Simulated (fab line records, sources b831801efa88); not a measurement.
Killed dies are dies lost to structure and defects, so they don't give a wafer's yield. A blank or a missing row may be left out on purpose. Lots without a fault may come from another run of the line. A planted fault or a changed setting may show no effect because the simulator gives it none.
fab line records | flow gf180mcu
record lots=5 wafers=15 last_day=34
route steps=602 shown HV_LDD@201 NSD@235
lots that met no fault: from a run of the same line without faults
start_h: hours from the record's first day to the start of the lot's first wafer shown | wait_h: hours since the lot's step before | " the same as in the row above | L1.1+2: a row that stands for several wafers | - no value, or no start given | * or withheld: withheld | < > ~ a bound
route shown NAME@n: a module of which the file shows steps, and the number in the route of the first | usual: mean/standard deviation of fault-free wafers | same: alike in all rows | chamber/n: place in a boat | sites: the reading at each site | _std_site: their standard deviation | _edge_site: outer sites' mean less inner sites' | radius_mm: how far each site lies from the wafer's centre | mask NAME#n: copy n | behind: the tool/chamber that last shaped the wafer | hold: why the lot was held/for how many hours/how that ended | device: the transistor (n, p or np) that didn't switch | end of line: the same wafers' tests at the end of the route | a step without rows: its recipe alone | killed: dies lost to structure and defects at the first sort, not the wafer's yield | map: a wafer's dies, x killed, . not, _ none there
set.NAME: the setting as run; set.NAME@STEP: as run at that earlier step | model.NAME: the simulator's own value behind a step, which no gauge read
lots at some steps of the route; a table a step, a row a wafer
services: from which hour (start_h, from the record's first day; less than 0 if before it) a tool's chamber was out of use, for how many hours, and why
## steps
# step GF_HV_LDD_HMDS_25
# recipe prime_time_s=60 prime_temp_c=120
# columns lot.wafer tool chamber start_h wait_h
L074.3+4+6 litho_track-01 0 244.04 0.1
L077.2+4+6 litho_track-01 0 267.52 0.1
L078.1+4+6 litho_track-03 0 274.38 0.1
L085.1+3+4 litho_track-01 0 327.99 0.1
L097.1+3+5 litho_track-03 0 423.82 0.1
# step GF_HV_LDD_COAT_26
# recipe resist=NOVOLAK spin_rpm=3000 resist_thk_nm=1000
# columns lot.wafer tool chamber start_h wait_h
L074.3+4+6 litho_track-01 0 244.19 0.1
L077.2+4+6 litho_track-01 0 267.67 0.1
L078.1+4+6 litho_track-03 0 274.53 0.1
L085.1+3+4 litho_track-01 0 328.14 0.1
L097.1+3+5 litho_track-03 0 423.97 0.1
# step GF_HV_LDD_SOFTBAKE_27
# recipe temp_c=90 time_s=60 resist=NOVOLAK
# columns lot.wafer tool chamber start_h wait_h
L074.3+4+6 litho_track-01 0 244.34 0.1
L077.2+4+6 litho_track-01 0 267.82 0.1
L078.1+4+6 litho_track-03 0 274.68 0.1
L085.1+3+4 litho_track-01 0 328.29 0.1
L097.1+3+5 litho_track-03 0 424.12 0.1
# step GF_HV_LDD_EXPOSE_28
# recipe mask_id=Nplus_HV_AREA target_cd_nm=400 na=0.6 source_shape=conventional sigma_outer=0.6 dose_mj=142.6
# columns lot.wafer tool chamber start_h wait_h mask
L074.3+4+6 iline_stepper-02 0 - - Nplus_HV_AREA#0
L077.2+4+6 iline_stepper-02 0 - - Nplus_HV_AREA#0
L078.1+4+6 iline_stepper-02 0 - - Nplus_HV_AREA#0
L085.1+3+4 iline_stepper-02 0 - - Nplus_HV_AREA#0
L097.1+3+5 iline_stepper-02 0 - - Nplus_HV_AREA#0
# step GF_HV_LDD_PEB_29
# recipe temp_c=withheld time_s=* resist=NOVOLAK
# columns lot.wafer tool chamber start_h wait_h
L074.3+4+6 litho_track-03 0 - -
L077.2+4+6 litho_track-02 0 - -
L078.1+4+6 litho_track-02 0 - -
L085.1+3+4 litho_track-03 0 - -
L097.1+3+5 litho_track-01 0 - -
# step GF_HV_LDD_DEVELOP_30
# recipe develop_time_s=60 dev_temp_c=23
# columns lot.wafer tool chamber start_h wait_h
L074.3+4+6 litho_track-03 0 253.38 0.1
L077.2+4+6 litho_track-02 0 276.79 0.1
L078.1+4+6 litho_track-02 0 284.17 0.1
L085.1+3+4 litho_track-03 0 338.92 0.1
L097.1+3+5 litho_track-01 0 436.29 0.1
# step GF_HV_LDD_CD_MEAS_31
# recipe target_cd_nm=400
# usual cd_nm=404.1/2
# columns lot.wafer tool chamber start_h wait_h cd_nm
L074.3 cd_sem-01 - 253.52 0.1 404.0
L074.4 " - " " 401.6
L074.6 " - " " 403.6
L077.2 cd_sem-01 - 276.94 0.1 403.4
L077.4 " - " " 401.0
L077.6 " - " " 400.3
L078.1 cd_sem-02 - 284.32 0.1 402.2
L078.4 " - " " 403.6
L078.6 " - " " 403.1
L085.1 cd_sem-02 - 339.07 0.1 404.1
L085.3 " - " " 405.3
L085.4 " - " " 404.5
L097.1 cd_sem-01 - 436.44 0.1 407.3
L097.3 " - " " 406.0
L097.5 " - " " 404.9
# step GF_HV_LDD_OVL_MEAS_32
# usual HV_LDD_02_OVL=0.8/1.4
# columns lot.wafer tool chamber start_h wait_h HV_LDD_02_OVL[nm]
L074.3 overlay-01 - 253.61 0.1 0.2
L074.4 " - " " 2.6
L074.6 " - " " 0.6
L077.2 overlay-01 - 277.04 0.1 0.5
L077.4 " - " " -0.6
L077.6 " - " " 0.9
L078.1 overlay-01 - 284.44 0.1 1.5
L078.4 " - " " 1.0
L078.6 " - " " 2.0
L085.1 overlay-01 - 339.19 0.1 -0.7
L085.3 " - " " 0.7
L085.4 " - " " 0.3
L097.1 overlay-01 - 436.56 0.1 1.4
L097.3 " - " " 0.1
L097.5 " - " " 2.0
# step GF_HV_LDD_IMPLANT_33
# recipe species=P energy_kev=60 dose_cm2=7.5e+12 tilt_deg=30 rotation_deg=0
# columns lot.wafer tool chamber start_h wait_h
L074.3+4+6 implanter-01 0 253.68 0.1
L077.2+4+6 implanter-04 0 277.10 0.0
L078.1+4+6 implanter-04 0 284.47 0.0
L085.1+3+4 implanter-03 0 339.23 0.0
L097.1+3+5 implanter-04 0 436.60 0.0
# step GF_HV_LDD_IMPLANT_34
# recipe species=P energy_kev=60 dose_cm2=7.5e+12 tilt_deg=30 rotation_deg=90
# columns lot.wafer tool chamber start_h wait_h
L074.3+4+6 implanter-01 0 253.83 0.1
L077.2+4+6 implanter-04 0 277.25 0.1
L078.1+4+6 implanter-04 0 284.62 0.1
L085.1+3+4 implanter-03 0 339.38 0.1
L097.1+3+5 implanter-04 0 436.75 0.1
# step GF_HV_LDD_IMPLANT_35
# recipe species=P energy_kev=60 dose_cm2=7.5e+12 tilt_deg=30 rotation_deg=180
# columns lot.wafer tool chamber start_h wait_h
L074.3+4+6 implanter-01 0 253.98 0.1
L077.2+4+6 implanter-04 0 277.40 0.1
L078.1+4+6 implanter-04 0 284.77 0.1
L085.1+3+4 implanter-03 0 339.53 0.1
L097.1+3+5 implanter-04 0 436.90 0.1
# step GF_HV_LDD_IMPLANT_36
# recipe species=P energy_kev=60 dose_cm2=7.708e+12 tilt_deg=30 rotation_deg=270
# columns lot.wafer tool chamber start_h wait_h
L074.3+4+6 implanter-01 0 254.13 0.1
L077.2+4+6 implanter-04 0 277.55 0.1
L078.1+4+6 implanter-04 0 284.92 0.1
L085.1+3+4 implanter-03 0 339.68 0.1
L097.1+3+5 implanter-04 0 437.05 0.1
# step GF_HV_LDD_STRIP_37
# recipe chemistry=O2/N2 power_w=1400 pressure_mtorr=1500 platen_temp_c=250 o2_flow_sccm=3000 n2_flow_sccm=300 overash_fraction=0.5
# usual drypump_motor_current_A=5.7/0.57 heater_power_w=339/32 oes_product_au=0.716/0.0049 strip_time_to_endpoint_s=12.64/0.038
# columns lot.wafer tool chamber start_h wait_h drypump_motor_current_A heater_power_w oes_product_au rf_hours_counter_h strip_time_to_endpoint_s
L074.3 plasma_asher-01 1 254.27 0.1 5.2 354 0.716 - 12.58
L074.4 " 0 " " 6.6 368 0.714 - 12.63
L074.6 " 0 " " 6.6 373 0.716 - 12.67
L077.2 plasma_asher-04 0 277.67 0.1 5.0 360 0.718 65 12.61
L077.4 " 1 " " 6.5 315 0.725 - 12.65
L077.6 " 0 " " 4.9 356 0.730 - 12.67
L078.1 plasma_asher-03 0 285.07 0.1 5.6 360 0.722 56 12.60
L078.4 " 1 " " 5.5 282 0.716 - 12.63
L078.6 " 0 " " 5.5 365 0.708 - 12.63
L085.1 plasma_asher-01 1 339.83 0.1 5.2 349 0.702 66 12.64
L085.3 " 0 " " 6.6 363 0.707 - 12.63
L085.4 " 1 " " 5.2 347 0.717 - 12.65
L097.1 plasma_asher-04 1 437.20 0.1 6.5 314 0.712 81 12.69
L097.3 " 1 " " 6.5 312 0.712 - 12.68
L097.5 " 0 " " 4.9 346 0.704 - 12.75
# step GF_HV_LDD_TW_MEAS_38
# usual HV_LDD_3_TW=1440/10
# columns lot.wafer tool chamber start_h wait_h HV_LDD_3_TW
L074.3 film_metro-03 - 254.35 0.1 1453
L074.4 " - " " 1452
L074.6 " - " " 1457
L077.2 film_metro-01 - 278.01 0.3 1433
L077.4 " - " " 1426
L077.6 " - " " 1433
L078.1 film_metro-01 - 285.17 0.1 1435
L078.4 " - " " 1433
L078.6 " - " " 1428
L085.1 film_metro-03 - 339.93 0.1 1451
L085.3 " - " " 1454
L085.4 " - " " 1448
L097.1 film_metro-01 - 437.30 0.1 1444
L097.3 " - " " 1447
L097.5 " - " " 1441
# step GF_HV_LDD_DEHYDRATE_39
# recipe temp_c=200 time_s=60
# columns lot.wafer tool chamber start_h wait_h
L074.3+4+6 litho_track-01 0 263.29 8.9
L077.2+4+6 litho_track-01 0 287.57 9.6
L078.1+4+6 litho_track-03 0 294.43 9.2
L085.1+3+4 litho_track-01 0 350.44 10.5
L097.1+3+5 litho_track-02 0 449.56 12.3
# step GF_HV_LDD_HMDS_40
# recipe prime_time_s=60 prime_temp_c=120
# columns lot.wafer tool chamber start_h wait_h
L074.3+4+6 litho_track-01 0 263.44 0.1
L077.2+4+6 litho_track-01 0 287.72 0.1
L078.1+4+6 litho_track-03 0 294.58 0.1
L085.1+3+4 litho_track-01 0 350.59 0.1
L097.1+3+5 litho_track-02 0 449.71 0.1
# step GF_HV_LDD_COAT_41
# recipe resist=NOVOLAK spin_rpm=3000 resist_thk_nm=1000
# columns lot.wafer tool chamber start_h wait_h
L074.3+4+6 litho_track-01 0 263.59 0.1
L077.2+4+6 litho_track-01 0 287.87 0.1
L078.1+4+6 litho_track-03 0 294.73 0.1
L085.1+3+4 litho_track-01 0 350.74 0.1
L097.1+3+5 litho_track-02 0 449.86 0.1
# step GF_HV_LDD_SOFTBAKE_42
# recipe temp_c=90 time_s=60 resist=NOVOLAK
# columns lot.wafer tool chamber start_h wait_h
L074.3+4+6 litho_track-01 0 263.74 0.1
L077.2+4+6 litho_track-01 0 288.02 0.1
L078.1+4+6 litho_track-03 0 294.88 0.1
L085.1+3+4 litho_track-01 0 350.89 0.1
L097.1+3+5 litho_track-02 0 450.01 0.1
# step GF_HV_LDD_EXPOSE_43
# recipe mask_id=Pplus_HV_AREA target_cd_nm=400 na=0.6 source_shape=conventional sigma_outer=0.6 dose_mj=140
# columns lot.wafer tool chamber start_h wait_h mask
L074.3+4+6 iline_stepper-01 0 - - Pplus_HV_AREA#0
L077.2+4+6 iline_stepper-02 0 - - Pplus_HV_AREA#0
L078.1+4+6 iline_stepper-01 0 - - Pplus_HV_AREA#0
L085.1+3+4 iline_stepper-01 0 - - Pplus_HV_AREA#0
L097.1+3+5 iline_stepper-01 0 - - Pplus_HV_AREA#0
# step GF_HV_LDD_PEB_44
# recipe temp_c=withheld time_s=* resist=NOVOLAK
# columns lot.wafer tool chamber start_h wait_h
L074.3+4+6 litho_track-03 0 - -
L077.2+4+6 litho_track-01 0 - -
L078.1+4+6 litho_track-01 0 - -
L085.1+3+4 litho_track-02 0 - -
L097.1+3+5 litho_track-02 0 - -
# step GF_HV_LDD_DEVELOP_45
# recipe develop_time_s=60 dev_temp_c=23
# columns lot.wafer tool chamber start_h wait_h
L074.3+4+6 litho_track-03 0 272.93 0.1
L077.2+4+6 litho_track-01 0 297.82 0.1
L078.1+4+6 litho_track-01 0 304.84 0.1
L085.1+3+4 litho_track-02 0 360.96 0.1
L097.1+3+5 litho_track-02 0 461.81 0.1
# step GF_HV_LDD_CD_MEAS_46
# recipe target_cd_nm=400
# usual cd_nm=400.3/2.4
# columns lot.wafer tool chamber start_h wait_h cd_nm
L074.3 cd_sem-02 - 273.07 0.1 405.3
L074.4 " - " " 403.8
L074.6 " - " " 404.7
L077.2 cd_sem-02 - 297.96 0.1 401.9
L077.4 " - " " 402.7
L077.6 " - " " 400.8
L078.1 cd_sem-02 - 304.99 0.1 398.6
L078.4 " - " " 401.2
L078.6 " - " " 398.4
L085.1 cd_sem-02 - 361.11 0.1 399.6
L085.3 " - " " 401.7
L085.4 " - " " 400.5
L097.1 cd_sem-02 - 461.96 0.1 401.5
L097.3 " - " " 400.4
L097.5 " - " " 399.2
# step GF_HV_LDD_OVL_MEAS_47
# usual HV_LDD_03_OVL=0.8/1.3
# columns lot.wafer tool chamber start_h wait_h HV_LDD_03_OVL[nm]
L074.3 overlay-02 - 273.16 0.1 2.6
L074.4 " - " " 2.1
L074.6 " - " " 1.1
L077.2 overlay-02 - 298.07 0.1 1.2
L077.4 " - " " 2.5
L077.6 " - " " 0.9
L078.1 overlay-02 - 305.11 0.1 2.0
L078.4 " - " " 4.1
L078.6 " - " " 3.6
L085.1 overlay-01 - 361.23 0.1 -1.3
L085.3 " - " " 0.3
L085.4 " - " " 1.2
L097.1 overlay-01 - 462.08 0.1 -0.1
L097.3 " - " " 1.3
L097.5 " - " " 1.1
# step GF_HV_LDD_IMPLANT_48
# recipe species=B energy_kev=25 dose_cm2=3e+13 tilt_deg=7
# columns lot.wafer tool chamber start_h wait_h
L074.3+4+6 implanter-01 0 273.23 0.1
L077.2+4+6 implanter-01 0 298.12 0.0
L078.1+4+6 implanter-01 0 305.15 0.0
L085.1+3+4 implanter-01 0 361.27 0.0
L097.1+3+5 implanter-03 0 462.12 0.0
# step GF_HV_LDD_STRIP_49
# recipe chemistry=O2/N2 power_w=1400 pressure_mtorr=1500 platen_temp_c=250 o2_flow_sccm=3000 n2_flow_sccm=300 overash_fraction=0.5
# usual drypump_motor_current_A=5.7/0.64 heater_power_w=336/31 oes_product_au=0.716/0.0046 strip_time_to_endpoint_s=12.65/0.033
# columns lot.wafer tool chamber start_h wait_h drypump_motor_current_A heater_power_w oes_product_au rf_hours_counter_h strip_time_to_endpoint_s
L074.3 plasma_asher-04 1 273.37 0.1 6.6 307 0.722 - 12.66
L074.4 " 0 " " 4.9 353 0.714 - 12.67
L074.6 " 0 " " 4.9 357 0.713 - 12.71
L077.2 plasma_asher-04 0 298.25 0.1 4.9 350 0.705 67 12.64
L077.4 " 1 " " 6.6 327 0.718 - 12.68
L077.6 " 0 " " 4.9 355 0.713 - 12.68
L078.1 plasma_asher-03 1 305.30 0.1 5.5 292 0.716 58 12.62
L078.4 " 0 " " 5.6 373 0.714 - 12.63
L078.6 " 0 " " 5.6 368 0.721 - 12.66
L085.1 plasma_asher-04 0 361.42 0.1 4.9 356 0.720 73 12.65
L085.3 " 0 " " 4.9 351 0.715 - 12.65
L085.4 " 1 " " 6.6 312 0.722 - 12.64
L097.1 plasma_asher-03 0 462.27 0.1 5.5 366 0.711 75 12.63
L097.3 " 0 " " 5.5 360 0.723 - 12.62
L097.5 " 1 " " 5.5 289 0.714 - 12.66
# step GF_HV_LDD_TW_MEAS_50
# usual HV_LDD_4_TW=570/4.5
# columns lot.wafer tool chamber start_h wait_h HV_LDD_4_TW
L074.3 film_metro-03 - 273.45 0.1 581
L074.4 " - " " 578
L074.6 " - " " 577
L077.2 film_metro-01 - 298.36 0.1 564
L077.4 " - " " 566
L077.6 " - " " 561
L078.1 film_metro-03 - 305.40 0.1 575
L078.4 " - " " 576
L078.6 " - " " 574
L085.1 film_metro-01 - 361.52 0.1 568
L085.3 " - " " 568
L085.4 " - " " 568
L097.1 film_metro-03 - 462.37 0.1 577
L097.3 " - " " 574
L097.5 " - " " 575
# step GF_HV_LDD_CLEAN_51
# recipe chemistry=SC1/SC2 mix=1:4:20 temp_c=70 time_s=150 dry=n2_spin
# columns lot.wafer tool chamber start_h wait_h
L074.3+4+6 wet_bench-03 2 273.49 0.0
L077.2+4+6 wet_bench-04 2 298.41 0.0
L078.1+4+6 wet_bench-03 1 305.46 0.1
L085.1+3+4 wet_bench-03 3 361.58 0.1
L097.1+3+5 wet_bench-03 2 462.43 0.1
# step GF_HV_LDD_RTA_52
# recipe temp_c=1000 time_s=10 ambient=N2
# usual lamp_power_pct=28.4/1 wafer_temp_C_max=1004.7/0.91
# columns lot.wafer tool chamber start_h wait_h lamp_power_pct wafer_temp_C_max
L074.3 rtp_anneal-01 0 273.56 0.0 27.5 1003.4
L074.4 " 0 " " 27.5 1004.7
L074.6 " 0 " " 27.5 1004.4
L077.2 rtp_anneal-02 0 298.47 0.0 29.6 1004.4
L077.4 " 0 " " 29.6 1003.5
L077.6 " 0 " " 29.6 1004.0
L078.1 rtp_anneal-01 0 305.51 0.0 27.6 1005.0
L078.4 " 0 " " 27.5 1004.8
L078.6 " 0 " " 27.5 1005.7
L085.1 rtp_anneal-01 0 361.63 0.0 27.5 1004.5
L085.3 " 0 " " 27.5 1004.5
L085.4 " 0 " " 27.5 1004.5
L097.1 rtp_anneal-02 0 462.48 0.0 29.6 1006.8
L097.3 " 0 " " 29.6 1005.7
L097.5 " 0 " " 29.7 1004.0
# step GF_HV_LDD_RS_MEAS_53
# recipe thk_meas_gauge=four-point-probe
# usual HV_LDD_RS=418.0/1
# columns lot.wafer tool chamber start_h wait_h HV_LDD_RS[ohm/sq]
L074.3 film_metro-01 - 273.65 0.1 417.8
L074.4 " - " " 417.4
L074.6 " - " " 417.8
L077.2 film_metro-01 - 298.55 0.1 419.0
L077.4 " - " " 419.3
L077.6 " - " " 418.2
L078.1 film_metro-03 - 305.58 0.1 418.7
L078.4 " - " " 419.2
L078.6 " - " " 419.2
L085.1 film_metro-03 - 361.70 0.1 418.6
L085.3 " - " " 418.0
L085.4 " - " " 418.3
L097.1 film_metro-04 - 462.55 0.1 417.7
L097.3 " - " " 419.7
L097.5 " - " " 419.3
# step GF_HV_LDD_CVD_54
# recipe material=SiO2 target_thk_nm=10 precursor=TEOS temp_c=680 time_s=75 pressure_mtorr=400
# usual spike_tc_bottom_C=698.0/1.5
# columns lot.wafer tool chamber start_h wait_h spike_tc_bottom_C
L074.3 lpcvd-02 1 275.87 2.2 697.0
L074.4 " 1 " " 697.7
L074.6 " 1 " " 698.4
L077.2 lpcvd-01 0 298.65 0.1 697.0
L077.4 " 0 " " 698.2
L077.6 " 0 " " 698.7
L078.1 lpcvd-02 1 305.70 0.1 698.0
L078.4 " 1 " " 699.0
L078.6 " 1 " " 698.2
L085.1 lpcvd-02 1 361.82 0.1 698.4
L085.3 " 1 " " 697.9
L085.4 " 1 " " 697.6
L097.1 lpcvd-01 0 462.67 0.1 699.5
L097.3 " 0 " " 698.0
L097.5 " 0 " " 695.8
# step GF_HV_LDD_THK_MEAS_55
# recipe reads=SiO2_of_HV_LDD_CVD_54
# usual HV_LDD_CVD_54_THK=9.99/0.11
# columns lot.wafer tool chamber start_h wait_h HV_LDD_CVD_54_THK[nm]
L074.3 film_metro-01 - 276.91 0.0 9.90
L074.4 " - " " 9.91
L074.6 " - " " 9.95
L077.2 film_metro-03 - 300.19 0.0 10.23
L077.4 " - " " 10.09
L077.6 " - " " 10.09
L078.1 film_metro-01 - 306.72 0.0 9.85
L078.4 " - " " 10.05
L078.6 " - " " 10.09
L085.1 film_metro-01 - 362.84 0.0 10.08
L085.3 " - " " 10.01
L085.4 " - " " 9.91
L097.1 film_metro-04 - 463.69 0.0 10.04
L097.3 " - " " 9.96
L097.5 " - " " 9.97
# step GF_HV_LDD_CVD_56
# recipe material=Si3N4 precursor=DCS/NH3 target_thk_nm=90 temp_c=770 time_s=1543 pressure_mtorr=250
# usual spike_tc_bottom_C=787.5/1.5
# columns lot.wafer tool chamber start_h wait_h spike_tc_bottom_C
L074.3 lpcvd-02 0 278.88 2.0 789.2
L074.4 " 0 " " 786.4
L074.6 " 0 " " 788.6
L077.2 lpcvd-01 0 300.24 0.0 788.1
L077.4 " 0 " " 787.6
L077.6 " 0 " " 786.1
L078.1 lpcvd-02 0 306.78 0.1 788.7
L078.4 " 0 " " 788.3
L078.6 " 0 " " 790.0
L085.1 lpcvd-02 1 362.90 0.1 786.3
L085.3 " 1 " " 786.8
L085.4 " 1 " " 788.0
L097.1 lpcvd-02 0 463.75 0.1 787.6
L097.3 " 0 " " 789.3
L097.5 " 0 " " 788.4
# step GF_HV_LDD_THK_MEAS_57
# recipe reads=Si3N4_of_HV_LDD_CVD_56
# usual HV_LDD_CVD_56_THK=89.8/0.65
# columns lot.wafer tool chamber start_h wait_h HV_LDD_CVD_56_THK[nm]
L074.3 film_metro-01 - 280.33 0.0 89.9
L074.4 " - " " 90.4
L074.6 " - " " 90.5
L077.2 film_metro-03 - 302.39 0.0 90.1
L077.4 " - " " 90.6
L077.6 " - " " 90.1
L078.1 film_metro-03 - 308.21 0.0 88.9
L078.4 " - " " 88.4
L078.6 " - " " 88.2
L085.1 film_metro-03 - 364.33 0.0 89.9
L085.3 " - " " 90.1
L085.4 " - " " 90.3
L097.1 film_metro-01 - 465.89 0.0 89.7
L097.3 " - " " 90.1
L097.5 " - " " 89.6
# step GF_HV_LDD_ETCHBACK_58
# recipe chemistry=CH3F/O2 target=Si3N4 stop_on=SiO2 source_w=400 bias_w=80 pressure_mtorr=25 ch3f_flow_sccm=40 O2_flow_sccm=30 time_s=100 target_depth_a=900
# usual O2_flow_sccm=29.99/0.096 drypump_motor_current_A=5.7/0.66 oes_product_au=0.841/0.0057 rf_fwd_power_W=397.4/1.1 throttle_valve_pct=10.562/0.0086
# columns lot.wafer tool chamber start_h wait_h O2_flow_sccm drypump_motor_current_A oes_product_au rf_fwd_power_W rf_hours_counter_h throttle_valve_pct
L074.3 rie_diel-01 3 280.37 0.0 30.05 4.7 0.848 396.9 76 10.547
L074.4 " 0 " " 30.14 5.5 0.849 395.9 32 10.572
L074.6 " 3 " " 30.04 4.7 0.848 397.4 - 10.570
L077.2 rie_diel-01 1 302.44 0.0 29.84 5.0 0.850 398.6 24 10.554
L077.4 " 2 " " 29.95 5.9 0.844 397.6 72 10.572
L077.6 " 3 " " 29.85 4.7 0.840 396.5 - 10.558
L078.1 rie_diel-03 0 308.27 0.1 29.89 5.1 0.840 399.0 16 10.550
L078.4 " 1 " " 30.13 5.1 0.839 398.2 104 10.566
L078.6 " 1 " " 30.10 5.1 0.830 399.2 - 10.554
L085.1 rie_diel-03 1 364.39 0.1 29.94 5.1 0.840 397.5 105 10.564
L085.3 " 2 " " 29.86 6.6 0.842 398.7 65 10.570
L085.4 " 0 " " 29.93 5.1 0.847 397.8 17 10.557
L097.1 rie_diel-03 0 465.95 0.1 29.98 5.2 0.840 395.3 20 10.562
L097.3 " 1 " " 29.82 5.1 0.847 398.9 0 10.569
L097.5 " 2 " " 30.04 6.6 0.835 396.9 - 10.556
# step GF_NSD_DEHYDRATE_00
# recipe temp_c=200 time_s=60
# columns lot.wafer tool chamber start_h wait_h
L074.3+4+6 litho_track-04 0 289.92 9.5
L077.2+4+6 litho_track-03 0 312.10 9.6
L078.1+4+6 litho_track-03 0 318.28 10.0
L085.1+3+4 litho_track-04 0 374.27 9.8
L097.1+3+5 litho_track-04 0 477.92 11.9
# step GF_NSD_HMDS_01
# recipe prime_time_s=60 prime_temp_c=120
# columns lot.wafer tool chamber start_h wait_h
L074.3+4+6 litho_track-04 0 290.07 0.1
L077.2+4+6 litho_track-03 0 312.25 0.1
L078.1+4+6 litho_track-03 0 318.43 0.1
L085.1+3+4 litho_track-04 0 374.42 0.1
L097.1+3+5 litho_track-04 0 478.07 0.1
# step GF_NSD_COAT_02
# recipe resist=NOVOLAK spin_rpm=3000 resist_thk_nm=1000
# columns lot.wafer tool chamber start_h wait_h
L074.3+4+6 litho_track-04 0 290.22 0.1
L077.2+4+6 litho_track-03 0 312.40 0.1
L078.1+4+6 litho_track-03 0 318.58 0.1
L085.1+3+4 litho_track-04 0 374.57 0.1
L097.1+3+5 litho_track-04 0 478.22 0.1
# step GF_NSD_SOFTBAKE_03
# recipe temp_c=90 time_s=60 resist=NOVOLAK
# columns lot.wafer tool chamber start_h wait_h
L074.3+4+6 litho_track-04 0 290.37 0.1
L077.2+4+6 litho_track-03 0 312.55 0.1
L078.1+4+6 litho_track-03 0 318.73 0.1
L085.1+3+4 litho_track-04 0 374.72 0.1
L097.1+3+5 litho_track-04 0 478.37 0.1
# step GF_NSD_EXPOSE_04
# recipe mask_id=Nplus target_cd_nm=400 na=0.6 source_shape=conventional sigma_outer=0.6 dose_mj=140
# columns lot.wafer tool chamber start_h wait_h mask
L074.3+4+6 iline_stepper-02 0 - - Nplus#0
L077.2+4+6 iline_stepper-02 0 - - Nplus#0
L078.1+4+6 iline_stepper-01 0 - - Nplus#0
L085.1+3+4 iline_stepper-02 0 - - Nplus#0
L097.1+3+5 iline_stepper-01 0 - - Nplus#0
# step GF_NSD_PEB_05
# recipe temp_c=withheld time_s=* resist=NOVOLAK
# columns lot.wafer tool chamber start_h wait_h
L074.3+4+6 litho_track-04 0 - -
L077.2+4+6 litho_track-03 0 - -
L078.1+4+6 litho_track-01 0 - -
L085.1+3+4 litho_track-03 0 - -
L097.1+3+5 litho_track-04 0 - -
# step GF_NSD_DEVELOP_06
# recipe develop_time_s=60 dev_temp_c=23
# columns lot.wafer tool chamber start_h wait_h
L074.3+4+6 litho_track-04 0 300.32 0.1
L077.2+4+6 litho_track-03 0 322.55 0.1
L078.1+4+6 litho_track-01 0 329.24 0.1
L085.1+3+4 litho_track-03 0 386.17 0.1
L097.1+3+5 litho_track-04 0 490.47 0.1
# step GF_NSD_CD_MEAS_07
# recipe target_cd_nm=400
# usual cd_nm=399.9/1.7
# columns lot.wafer tool chamber start_h wait_h cd_nm
L074.3 cd_sem-01 - 300.46 0.1 399.2
L074.4 " - " " 399.2
L074.6 " - " " 399.3
L077.2 cd_sem-01 - 322.70 0.1 399.0
L077.4 " - " " 398.6
L077.6 " - " " 400.8
L078.1 cd_sem-01 - 329.39 0.1 401.6
L078.4 " - " " 401.1
L078.6 " - " " 399.2
L085.1 cd_sem-01 - 386.32 0.1 400.0
L085.3 " - " " 399.4
L085.4 " - " " 400.6
L097.1 cd_sem-02 - 490.62 0.1 399.5
L097.3 " - " " 400.2
L097.5 " - " " 397.9
# step GF_NSD_OVL_MEAS_08
# usual NSD_OVL=0.7/1.2
# columns lot.wafer tool chamber start_h wait_h NSD_OVL[nm]
L074.3 overlay-01 - 300.55 0.1 0.2
L074.4 " - " " -1.1
L074.6 " - " " 1.0
L077.2 overlay-02 - 322.80 0.1 0.3
L077.4 " - " " -0.7
L077.6 " - " " -0.1
L078.1 overlay-01 - 329.51 0.1 -1.7
L078.4 " - " " -0.6
L078.6 " - " " -0.3
L085.1 overlay-02 - 386.44 0.1 0.9
L085.3 " - " " 1.0
L085.4 " - " " -0.4
L097.1 overlay-01 - 490.74 0.1 1.1
L097.3 " - " " 0.2
L097.5 " - " " 0.5
# step GF_NSD_IMPLANT_09
# recipe species=As energy_kev=60 dose_cm2=4e+15 tilt_deg=7
# columns lot.wafer tool chamber start_h wait_h
L074.3+4+6 implanter-02 0 300.63 0.1
L077.2+4+6 implanter-04 0 322.86 0.0
L078.1+4+6 implanter-04 0 329.55 0.0
L085.1+3+4 implanter-01 0 386.48 0.0
L097.1+3+5 implanter-01 0 490.77 0.0
# step GF_NSD_IMPLANT_10
# recipe species=P energy_kev=40 dose_cm2=5e+14 tilt_deg=7
# columns lot.wafer tool chamber start_h wait_h
L074.3+4+6 implanter-02 0 300.78 0.1
L077.2+4+6 implanter-04 0 323.01 0.1
L078.1+4+6 implanter-04 0 329.70 0.1
L085.1+3+4 implanter-01 0 386.63 0.1
L097.1+3+5 implanter-01 0 490.92 0.1
# step GF_NSD_STRIP_11
# recipe chemistry=O2/N2 power_w=1400 pressure_mtorr=1500 platen_temp_c=250 o2_flow_sccm=3000 n2_flow_sccm=300 overash_fraction=0.5
# usual drypump_motor_current_A=5.6/0.5 heater_power_w=333/28 oes_product_au=0.487/0.005 strip_time_to_endpoint_s=22.96/0.037
# columns lot.wafer tool chamber start_h wait_h drypump_motor_current_A heater_power_w oes_product_au rf_hours_counter_h strip_time_to_endpoint_s
L074.3 plasma_asher-04 1 300.91 0.1 6.6 322 0.480 - 22.92
L074.4 " 0 " " 4.9 351 0.491 - 22.94
L074.6 " 1 " " 6.6 319 0.481 - 22.97
L077.2 plasma_asher-03 0 323.13 0.1 5.5 371 0.489 60 22.99
L077.4 " 1 " " 5.6 292 0.484 - 23.06
L077.6 " 1 " " 5.5 286 0.490 - 23.03
L078.1 plasma_asher-04 0 329.85 0.1 5.0 358 0.485 70 22.97
L078.4 " 1 " " 6.5 305 0.488 - 22.97
L078.6 " 0 " " 4.9 362 0.480 - 22.99
L085.1 plasma_asher-04 0 386.78 0.1 4.9 351 0.489 76 22.93
L085.3 " 0 " " 4.9 352 0.490 - 23.01
L085.4 " 1 " " 6.6 308 0.484 - 22.99
L097.1 plasma_asher-02 1 491.07 0.1 5.3 351 0.485 40 22.99
L097.3 " 0 " " 5.4 335 0.489 - 22.99
L097.5 " 0 " " 5.4 324 0.490 - 22.99
## services
# columns tool chamber start_h hours kind
implanter-01 - 240.32 3.6 repair
plasma_asher-04 - 243.77 3.0 repair
plasma_asher-04 - 257.94 9.0 repair
lpcvd-02 - 263.74 6.0 pm
iline_stepper-02 - 277.57 2.8 repair
implanter-01 - 281.76 5.6 pm
iline_stepper-02 - 294.33 1.3 repair
implanter-04 - 294.72 3.9 repair
iline_stepper-02 - 304.88 1.7 pm
plasma_asher-04 - 307.99 5.2 repair
implanter-04 - 313.41 3.2 repair
implanter-04 - 322.18 0.6 repair
implanter-04 - 342.05 1.7 repair
iline_stepper-01 - 346.79 0.7 repair
iline_stepper-02 - 354.25 2.4 repair
iline_stepper-01 - 368.88 10.8 repair
plasma_asher-04 - 421.35 2.8 pm
iline_stepper-01 - 428.68 1.7 pm
iline_stepper-02 - 433.13 9.9 repair
iline_stepper-01 - 442.98 2.1 pm
implanter-04 - 447.27 1.1 repair
implanter-01 - 459.21 14.9 pm
implanter-04 - 463.89 4.4 pm
plasma_asher-04 - 466.55 0.9 repair
## key
fault none
